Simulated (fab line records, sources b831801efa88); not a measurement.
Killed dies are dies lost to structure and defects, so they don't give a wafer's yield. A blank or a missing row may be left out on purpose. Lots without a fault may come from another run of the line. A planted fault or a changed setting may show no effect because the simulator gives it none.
One fault seen from 2 desks | flow gf180mcu | each desk has only its own numbers; what lay behind them comes last

THE METROLOGY DESK
What the gauges read, lot by lot, whatever tool the lot ran on: means of the sampled wafers that have a number. A lot is out of limits, marked OUT, if its mean lies more than 4 standard deviations from the usual mean; the brackets give that distance.
Columns: A = HV_LDD_TW at GF_HV_LDD_TW_MEAS_11, usual 2437; B = HV_LDD_3_TW at GF_HV_LDD_TW_MEAS_38, usual 1450
lot  | first seen here | A    | B
L334 | day 10 05:28    | 2444 | 1452
L335 | day 10 09:49    | 2444 | 1451
L336 | day 10 21:35    | 2436 | 1463
L338 | day 11 09:51    | 2428 | 1327 (-12) OUT
L339 | day 11 22:28    | 2431 | 1326 (-12) OUT
L342 | day 12 20:18    | 2442 | 1429
L345 | day 13 15:40    | 2444 | 1459
L349 | day 14 17:37    | 2410 | 1450
L350 | day 15 13:43    | 2439 | 1444
L351 | day 15 23:01    | 2442 | 1456
L353 | day 16 13:17    | 2441 | 1449
L354 | day 16 18:14    | 2418 | 1436
L355 | day 17 05:52    | 2439 | 1462
L356 | day 17 09:38    | 2423 | 1440
This desk's finding: out of limits on L338, L339; first on L338, day 13 01:26 (HV_LDD_3_TW at GF_HV_LDD_TW_MEAS_38). In limits: L334, L335, L336, L342, L345, L349, L350, L351, L353, L354, L355, L356.

THE TOOL OWNER'S DESK: implanter-03
The tool's own readings at GF_HV_LDD_IMPLANT_35: means of the sampled wafers that have a number, for each lot that ran on this tool. A lot is out of limits, marked OUT, if its mean lies more than 4 standard deviations from the usual mean; the brackets give that distance.
Columns: A = beam_energy_keV at GF_HV_LDD_IMPLANT_35, usual 60.004; B = beam_on_s at GF_HV_LDD_IMPLANT_35, usual 9.98 s; C = dose_ions_cm2 at GF_HV_LDD_IMPLANT_35, usual 7.498e+12; D = end_station_pressure_torr at GF_HV_LDD_IMPLANT_35, usual 5.02e-06 Torr
lot  | first seen here | A      | B     | C         | D
L335 | day 11 23:37    | 60.006 | 9.97  | 7.494e+12 | 5.00e-06
L342 | day 14 13:07    | 59.985 | 10.06 | 7.511e+12 | 5.24e-06
L345 | day 15 10:37    | 59.995 | 9.99  | 7.497e+12 | 4.99e-06
L350 | day 17 11:40    | 59.998 | 9.85  | 7.499e+12 | 5.23e-06
L351 | day 17 20:29    | 59.992 | 10.08 | 7.499e+12 | 4.88e-06
L353 | day 18 11:02    | 59.970 | 9.86  | 7.488e+12 | 5.19e-06
This desk's finding: nothing out of limits on any of the 6 lots.

PUT TOGETHER
The metrology desk could have raised an alarm at day 13 01:26, on L338, L339.
The tool owner's desk saw nothing out of limits.
The tool owner's desk has no number on record for L338, L339.
Of the lots named, all ran GF_HV_LDD_IMPLANT_35 on implanter-03.

WHAT THE SIMULATOR HAD PUT IN
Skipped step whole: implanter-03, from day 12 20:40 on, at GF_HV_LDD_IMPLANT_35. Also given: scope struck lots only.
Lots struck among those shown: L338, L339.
Hours from the fault's start to each desk's first reading out of limits: the metrology desk, 5.
